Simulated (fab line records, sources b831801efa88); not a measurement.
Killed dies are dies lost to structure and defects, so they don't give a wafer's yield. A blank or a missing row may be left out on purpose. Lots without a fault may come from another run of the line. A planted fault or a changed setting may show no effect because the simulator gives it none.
A struck lot beside a sound one | flow gf180mcu | 15 steps out of a route of 602
Sound: wafers L858.1, L858.4, L858.5. Struck: wafers L868.2, L868.4, L868.6. The cause comes at the end.
At each step with rows: each side's tool, then ch and its chambers, then its first start. Under that, the readings that differ: sound wafers | struck wafers | difference of the means | sigmas: that difference in standard deviations of wafers without a fault.
alike: readings whose means differ by less than 2 such deviations, and words and numbers that are the same on both sides. not compared: withheld readings, readings that some wafer has no value for, bounds like >300 that may hide the same value, and numbers for which the record gives no deviation and whose values overlap.
The two part at a step that has a row with sigmas, a row that says differs or no value, or rows on one side only. Numbers that don't overlap but have no deviation are shown without sigmas and don't part them. A reading that every wafer of one side lacks parts them only if that side has two wafers or more.

GF_MIM_STRIP_20: strips in O2/N2.
  sound on plasma_asher-03 ch 1, day 25 05:54; struck on plasma_asher-04 ch 0, day 28 18:07
  alike: drypump_motor_current_A, heater_power_w, n2_flow_sccm, oes_product_au, strip_time_to_endpoint_s
  not compared: rf_hours_counter_h
then, 9 steps without rows for these wafers: GF_MIM_STRIP_21 (strips in post etch residue remover, time 1200 s); GF_MIM_CLEAN_22 (cleans in DIW); GF_M5_DEHYDRATE_00 (time 60 s); GF_M5_HMDS_01 (prime time 60 s); GF_M5_COAT_02 (resist thk 1000 nm); GF_M5_SOFTBAKE_03 (time 60 s); GF_M5_EXPOSE_04 (exposes mask Metal5, target cd 280 nm); GF_M5_PEB_05 (peb time 90 s); GF_M5_DEVELOP_06 (develop time 60 s).
GF_M5_CD_MEAS_07: target cd 280 nm.
  sound on cd_sem-01, day 26 03:36; struck on cd_sem-01, day 29 13:04
  alike: cd_nm
GF_M5_OVL_MEAS_08:
  sound on overlay-02, day 26 03:43; struck on overlay-02, day 29 13:11
  alike: M5_OVL
GF_M5_ETCH_09: etches Si3N4 in CF4/O2, target depth 52 nm, time 11.6 s.
  sound on rie_diel-04 ch 0,1,2, day 26 03:46; struck on rie_diel-01 ch 1,2,3, day 29 13:13
  reading                             | sound             | struck            | difference | sigmas
  oes_product_au (a.u.)               | 1.012 1.014 1.010 | 0.881 0.903 0.907 | -0.115     | -8
  rf_fwd_power_W (W)                  | 787 795 786       | 655 652 656       | -135       | -30
  throttle_valve_pct (%)              | 5.971 5.961 5.975 | 5.940 5.947 5.933 | -0.029     | -3
  model.etch.depth_nm (nm)            | 53.18 52.75 53.16 | 43.32 43.67 43.46 | -9.55      |
  model.KrF_of_M5_COAT_02.thk_nm (nm) | 944.6 945.5 945.4 | 954 954.1 957.9   | +10        |
  alike: drypump_motor_current_A
  not compared: rf_hours_counter_h
GF_M5_METAL_ETCH_10: etches the open film in Cl2/BCl3, stops on SiO2, target depth 750.8 nm, time 125.1 s.
  sound on rie_metal-01 ch 0, day 26 03:47; struck on rie_metal-04 ch 0, day 29 13:17
  alike: drypump_motor_current_A, oes_product_au, rf_fwd_power_W, throttle_valve_pct
  not compared: rf_hours_counter_h
-- the record jumps here: 3 days lie between the struck wafers' starts before and after (it left off in module M5 and takes up again in module PASSIVATION, whose first step shown is number 602 of the route) --
GF_PASSIVATION_PROBE_99:
  the record has rows for the struck wafers here (prober-01, day 32 01:22) and none for the sound ones

WHERE THEY PART
First at GF_M5_ETCH_09; last, within this record, at GF_PASSIVATION_PROBE_99.

WHY: what the simulator had put in
Process parameter drift: rie_diel-01, from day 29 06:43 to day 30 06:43, at GF_M5_ETCH_09. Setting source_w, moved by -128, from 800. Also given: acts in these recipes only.
